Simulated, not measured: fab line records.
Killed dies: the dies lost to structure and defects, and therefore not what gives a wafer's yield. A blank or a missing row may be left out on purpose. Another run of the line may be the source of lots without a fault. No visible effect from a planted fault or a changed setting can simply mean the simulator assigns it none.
Split-lot study || flow gf180mcu || 5 lots, 23 wafers read, on a route of 602 steps

ON THE SPLIT
At GF_V4_SPUTTER_22 (material TiN, target thk 10 nm, time 40 s), the setting chamberPressurePa was moved away from the recipe's 5 Pa on 15 of the 23 wafers read, by -11.2% to +9.4%. The other wafers ran this setting at the recipe's value.

Reading taken at the split's own step.

THE READING
TiN_of_V4_SPUTTER_22.thkNm (the simulator's own value, which no gauge read), in nm, at GF_V4_SPUTTER_22 (material TiN, target thk 10 nm, time 40 s). The file gives no usual value for it. The 8 wafers here that ran the recipe average 9.895 nm, standard deviation 0.14 nm.

{"wafer": "L076.3", "tool, chamber at the split": "pvdSputter-04, -", "chamberPressurePa as run, Pa": 5, "against the recipe": "recipe", "TiN_of_V4_SPUTTER_22.thkNm, nm": 10.1, "against lot-mates on the recipe": "-"}
{"wafer": "L076.4", "tool, chamber at the split": "pvdSputter-04, -", "chamberPressurePa as run, Pa": 5, "against the recipe": "recipe", "TiN_of_V4_SPUTTER_22.thkNm, nm": 9.751, "against lot-mates on the recipe": "-"}
{"wafer": "L076.6", "tool, chamber at the split": "pvdSputter-04, -", "chamberPressurePa as run, Pa": 5, "against the recipe": "recipe", "TiN_of_V4_SPUTTER_22.thkNm, nm": 10, "against lot-mates on the recipe": "-"}
{"wafer": "L078.1", "tool, chamber at the split": "pvdSputter-04, -", "chamberPressurePa as run, Pa": 5, "against the recipe": "recipe", "TiN_of_V4_SPUTTER_22.thkNm, nm": 9.886, "against lot-mates on the recipe": "-"}
{"wafer": "L078.2", "tool, chamber at the split": "pvdSputter-04, -", "chamberPressurePa as run, Pa": 5, "against the recipe": "recipe", "TiN_of_V4_SPUTTER_22.thkNm, nm": 9.954, "against lot-mates on the recipe": "-"}
{"wafer": "L078.4", "tool, chamber at the split": "pvdSputter-04, -", "chamberPressurePa as run, Pa": 5, "against the recipe": "recipe", "TiN_of_V4_SPUTTER_22.thkNm, nm": 9.711, "against lot-mates on the recipe": "-"}
{"wafer": "L078.5", "tool, chamber at the split": "pvdSputter-04, -", "chamberPressurePa as run, Pa": 5, "against the recipe": "recipe", "TiN_of_V4_SPUTTER_22.thkNm, nm": 9.731, "against lot-mates on the recipe": "-"}
{"wafer": "L078.6", "tool, chamber at the split": "pvdSputter-04, -", "chamberPressurePa as run, Pa": 5, "against the recipe": "recipe", "TiN_of_V4_SPUTTER_22.thkNm, nm": 10.03, "against lot-mates on the recipe": "-"}
{"wafer": "L079.1", "tool, chamber at the split": "pvdSputter-01, -", "chamberPressurePa as run, Pa": 5.469, "against the recipe": "+9.4%", "TiN_of_V4_SPUTTER_22.thkNm, nm": 9.2, "against lot-mates on the recipe": "no lot-mate on the recipe"}
{"wafer": "L079.2", "tool, chamber at the split": "pvdSputter-01, -", "chamberPressurePa as run, Pa": 5.469, "against the recipe": "+9.4%", "TiN_of_V4_SPUTTER_22.thkNm, nm": 9.17, "against lot-mates on the recipe": "no lot-mate on the recipe"}
{"wafer": "L079.3", "tool, chamber at the split": "pvdSputter-01, -", "chamberPressurePa as run, Pa": 5.469, "against the recipe": "+9.4%", "TiN_of_V4_SPUTTER_22.thkNm, nm": 9.309, "against lot-mates on the recipe": "no lot-mate on the recipe"}
{"wafer": "L079.4", "tool, chamber at the split": "pvdSputter-01, -", "chamberPressurePa as run, Pa": 5.469, "against the recipe": "+9.4%", "TiN_of_V4_SPUTTER_22.thkNm, nm": 9.272, "against lot-mates on the recipe": "no lot-mate on the recipe"}
{"wafer": "L079.6", "tool, chamber at the split": "pvdSputter-01, -", "chamberPressurePa as run, Pa": 5.469, "against the recipe": "+9.4%", "TiN_of_V4_SPUTTER_22.thkNm, nm": 9.403, "against lot-mates on the recipe": "no lot-mate on the recipe"}
{"wafer": "L080.1", "tool, chamber at the split": "pvdSputter-03, -", "chamberPressurePa as run, Pa": 5.362, "against the recipe": "+7.2%", "TiN_of_V4_SPUTTER_22.thkNm, nm": 9.43, "against lot-mates on the recipe": "no lot-mate on the recipe"}
{"wafer": "L080.2", "tool, chamber at the split": "pvdSputter-03, -", "chamberPressurePa as run, Pa": 5.362, "against the recipe": "+7.2%", "TiN_of_V4_SPUTTER_22.thkNm, nm": 9.39, "against lot-mates on the recipe": "no lot-mate on the recipe"}
{"wafer": "L080.4", "tool, chamber at the split": "pvdSputter-03, -", "chamberPressurePa as run, Pa": 5.362, "against the recipe": "+7.2%", "TiN_of_V4_SPUTTER_22.thkNm, nm": 9.536, "against lot-mates on the recipe": "no lot-mate on the recipe"}
{"wafer": "L080.5", "tool, chamber at the split": "pvdSputter-03, -", "chamberPressurePa as run, Pa": 5.362, "against the recipe": "+7.2%", "TiN_of_V4_SPUTTER_22.thkNm, nm": 9.266, "against lot-mates on the recipe": "no lot-mate on the recipe"}
{"wafer": "L080.6", "tool, chamber at the split": "pvdSputter-03, -", "chamberPressurePa as run, Pa": 5.362, "against the recipe": "+7.2%", "TiN_of_V4_SPUTTER_22.thkNm, nm": 9.073, "against lot-mates on the recipe": "no lot-mate on the recipe"}
{"wafer": "L083.1", "tool, chamber at the split": "pvdSputter-04, -", "chamberPressurePa as run, Pa": 4.442, "against the recipe": "-11.2%", "TiN_of_V4_SPUTTER_22.thkNm, nm": 11.23, "against lot-mates on the recipe": "no lot-mate on the recipe"}
{"wafer": "L083.6", "tool, chamber at the split": "pvdSputter-04, -", "chamberPressurePa as run, Pa": 4.442, "against the recipe": "-11.2%", "TiN_of_V4_SPUTTER_22.thkNm, nm": 11.23, "against lot-mates on the recipe": "no lot-mate on the recipe"}
{"wafer": "L083.2", "tool, chamber at the split": "pvdSputter-04, -", "chamberPressurePa as run, Pa": 4.442, "against the recipe": "-11.2%", "TiN_of_V4_SPUTTER_22.thkNm, nm": 11.33, "against lot-mates on the recipe": "no lot-mate on the recipe"}
{"wafer": "L083.3", "tool, chamber at the split": "pvdSputter-04, -", "chamberPressurePa as run, Pa": 4.442, "against the recipe": "-11.2%", "TiN_of_V4_SPUTTER_22.thkNm, nm": 10.98, "against lot-mates on the recipe": "no lot-mate on the recipe"}
{"wafer": "L083.5", "tool, chamber at the split": "pvdSputter-04, -", "chamberPressurePa as run, Pa": 4.442, "against the recipe": "-11.2%", "TiN_of_V4_SPUTTER_22.thkNm, nm": 11.29, "against lot-mates on the recipe": "no lot-mate on the recipe"}

THE FIT
A straight line over all 23 wafers: TiN_of_V4_SPUTTER_22.thkNm changes by -0.0957 nm for each +1% of chamberPressurePa; r = -0.97; the points scatter about the line by 0.18 nm.
Too few moved wafers with a lot-mate on the recipe to fit a line net of each lot's own level.

FILE'S OWN FIT
TiN_of_V4_SPUTTER_22.thkNm changes by -0.0957 nm for each +1% of chamberPressurePa, r = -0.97.
